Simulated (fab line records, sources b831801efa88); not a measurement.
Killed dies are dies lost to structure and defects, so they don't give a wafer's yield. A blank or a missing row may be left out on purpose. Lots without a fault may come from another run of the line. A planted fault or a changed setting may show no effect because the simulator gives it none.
Chamber matching | flow sky130 | SKY_VIA2_ETCH_15 on rie_diel-01: 4 sister chambers
The step etches SiO2 in C4F8/O2/Ar, stops on TiN, target depth 546 nm, time 84 s. 14 wafers are shown with their chamber, then 7 later ones without.

WAFERS WITH THEIR CHAMBER
wafer  | chamber | oes_product_au (a.u.)
L077.2 | 0       | 0.937
L077.3 | 2       | 0.947
L077.6 | 0       | 0.930
L079.3 | 1       | 0.942
L079.4 | 2       | 0.945
L079.5 | 1       | 0.936
L081.2 | 3       | 0.933
L081.3 | 1       | 0.941
L081.6 | 2       | 0.944
L085.2 | 1       | 0.936
L085.3 | 3       | 0.933
L085.6 | 2       | 0.935
L087.2 | 3       | 0.940
L087.5 | 2       | 0.942

SIGNATURES (means of the wafers above)
reading        | chamber 0 | chamber 1 | chamber 2 | chamber 3 | scatter within a chamber
oes_product_au | 0.93350   | 0.93875   | 0.94260   | 0.93533   | 0.00416
Rule: a wafer's distance from a chamber is the root of the sum, over the readings, of the square of ((its reading less the chamber's mean) divided by the reading's scatter). The wafer belongs to the nearest chamber; if the next one is less than 2 further off, it can't be placed. The scatter: the root of (the sum of the squares of (reading less its chamber's mean) over the shown wafers, divided by (wafers less chambers)).

WAFERS WITHOUT THEIR CHAMBER
wafer  | oes_product_au (a.u.)
L087.6 | 0.942
L091.1 | 0.941
L091.4 | 0.939
L091.5 | 0.942
L093.1 | 0.946
L093.4 | 0.940
L093.5 | 0.940

WHICH CHAMBER EACH WENT THROUGH
wafer  | from the rows above               | in truth
L087.6 | can't be placed: 2 or 1 or 3 or 0 | 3
L091.1 | can't be placed: 2 or 1 or 3 or 0 | 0
L091.4 | can't be placed: 1 or 2 or 3 or 0 | 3
L091.5 | can't be placed: 2 or 1 or 3 or 0 | 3
L093.1 | can't be placed: 2 or 1 or 3      | 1
L093.4 | can't be placed: 1 or 2 or 3 or 0 | 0
L093.5 | can't be placed: 1 or 2 or 3 or 0 | 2
Placed correctly: 0 of 7. Can't be placed from these rows: 7 (the true chamber is among the candidates in 7). Placed wrongly: 0.
